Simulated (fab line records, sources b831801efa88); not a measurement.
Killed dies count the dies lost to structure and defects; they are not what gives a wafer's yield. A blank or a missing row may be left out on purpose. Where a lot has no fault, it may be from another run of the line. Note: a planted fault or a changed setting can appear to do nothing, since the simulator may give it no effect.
fab line records	flow gf180mcu
[record] lots = 15	wafers = 45	last-day = 34
route steps=602 shown SAB@264 CONTACT@292
lots that met no fault: taken from a fault-free run of the same line
start-h: start of the lot's first displayed wafer, in hours after the record's first day	wait-h: time in hours since the lot's previous step	" identical to the entry in the row above	L1.1+2: one row covering several wafers at once	- either no value or no given start	* or withheld: withheld	< > ~ a bound
route shown NAME@n: NAME is a module with steps in the file, n the number in the route of the first one	usual: mean and standard deviation over wafers with no fault	same: alike in all rows	chamber/n: place in a boat	sites: the reading at each site	_std_site: the values' standard deviation	_edge_site: outer sites' mean less inner sites'	radius-mm: how far each site lies from the wafer's centre	mask NAME#n: copy n	behind: the tool/chamber that last shaped the wafer	hold: why the lot went on hold/how many hours it stayed there/how the hold came to an end	device: which transistor (n, p or np) failed to switch	end of line: the tests these same wafers got at the end of their route	a step given without rows: its recipe and nothing more	killed: dies lost to structure and defects at the first sort, not the wafer's yield	map: the dies of a wafer, with x for killed, . for not killed, _ for no die there
set.NAME: setting as actually run; set.NAME@STEP: the setting as run at that earlier step	model.NAME: the simulator's own value behind a step, which no gauge read
the route's steps for a sample of lots (tables are steps, rows are wafers)
services: from which hour (start-h, from the record's first day; less than 0 if before it) a tool's chamber was out of use, for how many hours, and why
[[steps]]
[step GF_SAB_CVD_00]
[recipe] material = SiO2	target-thk-nm = 50	precursor = TEOS	temp-c = 400	time-s = 4.9302	rf-w = 600
[usual] heater-power-outer-w = 371/64	heater-power-w = 653/110	rf-fwd-power-W = 586.3/2.7
lot.wafer	tool	chamber	start-h	wait-h	heater-power-outer-w	heater-power-w	rf-fwd-power-W
L784.4	pecvd-04	0	310.70	0.0	338	655	588.3
L784.5	"	1	"	"	355	642	584.7
L784.6	"	2	"	"	301	553	592.6
L786.3	pecvd-01	1	325.92	0.1	301	516	583.9
L786.5	"	0	"	"	327	520	586.8
L786.6	"	1	"	"	314	514	582.8
L787.4	pecvd-01	1	355.22	0.0	276	472	584.4
L787.5	"	0	"	"	398	632	584.6
L787.6	"	2	"	"	337	655	583.9
L790.1	pecvd-01	2	384.88	0.1	431	769	587.9
L790.3	"	0	"	"	385	614	586.1
L790.4	"	1	"	"	292	493	585.3
L792.2	pecvd-02	1	394.15	0.1	363	670	584.4
L792.4	"	1	"	"	366	661	585.3
L792.5	"	0	"	"	524	859	586.3
L795.3	pecvd-01	0	419.12	0.1	393	610	588.4
L795.4	"	1	"	"	255	442	581.1
L795.5	"	0	"	"	391	605	585.9
L797.4	pecvd-02	2	429.70	0.0	343	628	583.4
L797.5	"	0	"	"	529	899	585.0
L797.6	"	1	"	"	385	708	584.1
L798.1	pecvd-02	2	439.46	0.1	429	706	584.6
L798.2	"	0	"	"	541	912	584.3
L798.4	"	0	"	"	541	899	584.8
L799.2	pecvd-02	1	453.06	0.1	409	737	587.3
L799.4	"	2	"	"	372	666	587.5
L799.5	"	1	"	"	395	728	585.8
L800.2	pecvd-01	2	460.64	0.1	427	786	589.7
L800.4	"	2	"	"	426	774	588.8
L800.6	"	0	"	"	397	599	587.1
L802.1	pecvd-02	1	471.80	0.1	406	711	588.4
L802.4	"	1	"	"	409	699	589.1
L802.5	"	0	"	"	428	751	585.7
L804.2	pecvd-04	1	491.16	0.1	362	673	586.0
L804.4	"	2	"	"	284	552	588.0
L804.5	"	1	"	"	361	653	585.1
L805.1	pecvd-01	2	493.54	0.1	386	730	586.5
L805.4	"	2	"	"	396	722	587.2
L805.6	"	1	"	"	334	549	581.5
L806.2	pecvd-04	2	502.60	0.1	315	588	590.0
L806.4	"	1	"	"	343	625	584.5
L806.6	"	0	"	"	304	604	590.8
L807.1	pecvd-02	0	510.66	0.1	515	925	584.5
L807.2	"	2	"	"	433	733	586.2
L807.5	"	0	"	"	538	897	581.4
[step GF_CONTACT_BOW_MEAS_05]
[recipe] mode = bow
[usual] CONTACT_BOW = 64/6.9
lot.wafer	tool	chamber	start-h	wait-h	CONTACT_BOW[um]
L784.4	film-metro-01	-	333.32	0.2	59
L784.5	"	-	"	"	66
L784.6	"	-	"	"	63
L786.3	film-metro-03	-	348.84	0.3	67
L786.5	"	-	"	"	65
L786.6	"	-	"	"	67
L787.4	film-metro-03	-	379.68	0.3	72
L787.5	"	-	"	"	71
L787.6	"	-	"	"	69
L790.1	film-metro-04	-	408.57	0.1	59
L790.3	"	-	"	"	76
L790.4	"	-	"	"	58
L792.2	film-metro-04	-	419.22	0.2	59
L792.4	"	-	"	"	62
L792.5	"	-	"	"	73
L795.3	film-metro-04	-	444.20	0.2	74
L795.4	"	-	"	"	51
L795.5	"	-	"	"	53
L797.4	film-metro-01	-	455.81	0.2	69
L797.5	"	-	"	"	62
L797.6	"	-	"	"	65
L798.1	film-metro-01	-	464.97	0.2	65
L798.2	"	-	"	"	53
L798.4	"	-	"	"	78
L799.2	film-metro-03	-	479.12	0.2	63
L799.4	"	-	"	"	57
L799.5	"	-	"	"	59
L800.2	film-metro-03	-	486.20	0.3	58
L800.4	"	-	"	"	56
L800.6	"	-	"	"	62
L802.1	film-metro-04	-	497.26	0.1	68
L802.4	"	-	"	"	65
L802.5	"	-	"	"	85
L804.2	film-metro-03	-	516.58	0.3	66
L804.4	"	-	"	"	71
L804.5	"	-	"	"	68
L805.1	film-metro-03	-	518.42	0.1	57
L805.4	"	-	"	"	68
L805.6	"	-	"	"	63
L806.2	film-metro-03	-	527.41	0.2	69
L806.4	"	-	"	"	51
L806.6	"	-	"	"	58
L807.1	film-metro-01	-	535.21	0.2	78
L807.2	"	-	"	"	67
L807.5	"	-	"	"	77
[step GF_CONTACT_PEB_12]
[recipe] peb-temp-c = 135	peb-time-s = 90	resist = KrF
[usual] chill-plate-temp-C = 23.01/0.11	exhaust-pa = 45.0/0.8	plate-temp-C = 135.00/0.14
lot.wafer	tool	chamber	start-h	wait-h	chill-plate-temp-C	exhaust-pa	plate-temp-C
L784.4	litho-track-01	0	355.10	-	22.84	45.4	134.91
L784.5	"	0	"	"	23.13	44.4	134.95
L784.6	"	0	"	"	23.00	45.0	134.80
L786.3	litho-track-01	0	370.36	-	22.86	43.9	135.06
L786.5	"	0	"	"	22.85	45.2	134.69
L786.6	"	0	"	"	22.91	44.9	134.98
L787.4	litho-track-02	0	403.11	-	22.94	44.7	134.89
L787.5	"	0	"	"	22.98	45.1	135.05
L787.6	"	0	"	"	23.09	45.5	135.08
L790.1	litho-track-02	0	431.56	-	22.97	47.1	135.06
L790.3	"	0	"	"	22.78	44.9	134.98
L790.4	"	0	"	"	22.92	44.4	135.02
L792.2	litho-track-01	0	442.73	-	22.95	46.1	135.10
L792.4	"	0	"	"	23.05	45.4	135.17
L792.5	"	0	"	"	23.00	45.9	135.14
L795.3	litho-track-02	0	467.92	-	23.09	46.1	135.11
L795.4	"	0	"	"	23.07	46.2	134.97
L795.5	"	0	"	"	22.90	45.6	135.08
L797.4	litho-track-02	0	479.71	-	23.04	44.2	134.82
L797.5	"	0	"	"	22.98	44.5	134.99
L797.6	"	0	"	"	23.02	44.7	135.00
L798.1	litho-track-01	-	488.75	-	-	-	-
L798.2	"	-	"	"	-	-	-
L798.4	"	-	"	"	-	-	-
L799.2	litho-track-01	-	503.08	-	-	-	-
L799.4	"	-	"	"	-	-	-
L799.5	"	-	"	"	-	-	-
L800.2	litho-track-02	-	510.64	-	-	-	-
L800.4	"	-	"	"	-	-	-
L800.6	"	-	"	"	-	-	-
L802.1	litho-track-01	0	520.30	-	22.99	44.4	134.74
L802.4	"	0	"	"	22.95	43.8	134.79
L802.5	"	0	"	"	22.94	45.0	135.00
L804.2	litho-track-01	0	538.63	-	22.98	44.5	134.76
L804.4	"	0	"	"	22.96	44.8	134.75
L804.5	"	0	"	"	22.96	44.4	135.13
L805.1	litho-track-04	0	539.60	-	23.14	45.5	135.10
L805.4	"	0	"	"	23.30	43.7	134.83
L805.6	"	0	"	"	23.04	44.7	134.89
L806.2	litho-track-04	0	549.18	-	23.15	46.0	135.16
L806.4	"	0	"	"	23.00	44.7	134.99
L806.6	"	0	"	"	23.04	44.6	135.06
L807.1	litho-track-01	0	557.54	-	23.05	44.5	134.86
L807.2	"	0	"	"	22.91	45.3	135.20
L807.5	"	0	"	"	23.02	45.0	134.92
[step GF_CONTACT_SPUTTER_23]
[recipe] material = TiN	target-thk-nm = 10	chamber-pressure-pa = 5	power-w = 4000	time-s = 40
[usual] throttle-valve-pct = 29.9/0.73
lot.wafer	tool	chamber	start-h	wait-h	throttle-valve-pct
L784.4	pvd-sputter-03	-	356.03	0.0	31.3
L784.5	"	-	"	"	31.2
L784.6	"	-	"	"	29.1
L786.3	pvd-sputter-02	-	371.33	0.0	29.7
L786.5	"	-	"	"	30.0
L786.6	"	-	"	"	29.3
L787.4	pvd-sputter-02	-	404.03	0.0	30.4
L787.5	"	-	"	"	29.8
L787.6	"	-	"	"	29.9
L790.1	pvd-sputter-02	-	432.58	0.0	29.9
L790.3	"	-	"	"	29.3
L790.4	"	-	"	"	30.8
L792.2	pvd-sputter-02	-	443.72	0.0	30.0
L792.4	"	-	"	"	30.7
L792.5	"	-	"	"	29.5
L795.3	pvd-sputter-03	-	468.89	0.0	29.3
L795.4	"	-	"	"	29.8
L795.5	"	-	"	"	29.7
L797.4	pvd-sputter-02	-	480.76	0.0	30.8
L797.5	"	-	"	"	29.8
L797.6	"	-	"	"	30.9
L798.1	pvd-sputter-02	-	489.79	0.0	29.2
L798.2	"	-	"	"	30.7
L798.4	"	-	"	"	30.0
L799.2	pvd-sputter-03	-	504.07	0.0	29.5
L799.4	"	-	"	"	29.2
L799.5	"	-	"	"	29.2
L800.2	pvd-sputter-03	-	511.64	0.0	29.1
L800.4	"	-	"	"	29.7
L800.6	"	-	"	"	28.9
L802.1	pvd-sputter-02	-	521.32	0.0	29.8
L802.4	"	-	"	"	29.2
L802.5	"	-	"	"	29.3
L804.2	pvd-sputter-04	-	539.62	0.0	31.1
L804.4	"	-	"	"	30.1
L804.5	"	-	"	"	30.1
L805.1	pvd-sputter-04	-	540.63	0.0	31.0
L805.4	"	-	"	"	28.4
L805.6	"	-	"	"	30.9
L806.2	pvd-sputter-02	-	550.19	0.0	29.7
L806.4	"	-	"	"	30.1
L806.6	"	-	"	"	30.6
L807.1	pvd-sputter-04	-	558.58	0.0	30.2
L807.2	"	-	"	"	28.6
L807.5	"	-	"	"	31.0
[[services]]
tool	chamber	start-h	hours	kind
pecvd-01	-	293.70	1.9	repair
pecvd-01	2	324.81	5.7	repair
pecvd-02	2	325.50	19.0	repair
pecvd-01	-	329.71	14.6	pm
pvd-sputter-02	-	348.62	9.6	repair
pecvd-01	-	371.10	0.4	repair
pecvd-04	-	383.03	1.0	repair
pecvd-02	-	444.39	2.8	repair
pecvd-02	0	447.86	9.0	repair
pvd-sputter-04	-	467.62	11.1	repair
pecvd-02	-	472.16	28.1	pm
pvd-sputter-04	-	518.63	1.4	repair
pecvd-02	2	524.13	9.1	repair
pvd-sputter-03	-	536.65	5.2	repair
pecvd-04	-	539.65	14.6	pm
pecvd-01	-	549.44	1.1	repair
pecvd-01	1	550.16	9.0	repair
[[key]]
[first-sign] step = GF_CONTACT_PEB_12	reading = tool-record	direction = missing
effect none on later readings
met-at GF_CONTACT_PEB_12
struck-lots L798,L799,L800
later-rows-left-out L798.1,L798.2,L798.4,L799.2,L799.4,L799.5,L800.2,L800.4,L800.6
sort-left-out L798.1,L798.2,L798.4,L799.2,L799.4,L799.5,L800.2,L800.4,L800.6
tester-left-out L798,L799,L800
not-acting-at GF_SAB_CVD_00,GF_CONTACT_BOW_MEAS_05,GF_CONTACT_SPUTTER_23
onset-between 479.71 488.75
[fault] kind = skipped-step-whole	tool = litho-track-01,litho-track-02	chamber = -	onset-h = 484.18	steps = GF_CONTACT_PEB_12	scope = struck-lots-only
// tester-left-out: of these lots the tester's yield and bins aren't shown, on N5 and GAA mostly nor the transistor test; their killed dies are dies lost to structure and defects alone, not to doping, threshold or leakage, so they don't give the yield
// sort-left-out: the simulated sort isn't trusted on such a fault, so these wafers' sort isn't shown, and their yield isn't known
// later-rows-left-out: the simulator's readings of these wafers behind a module that went badly wrong aren't trusted and aren't shown, but for the sort
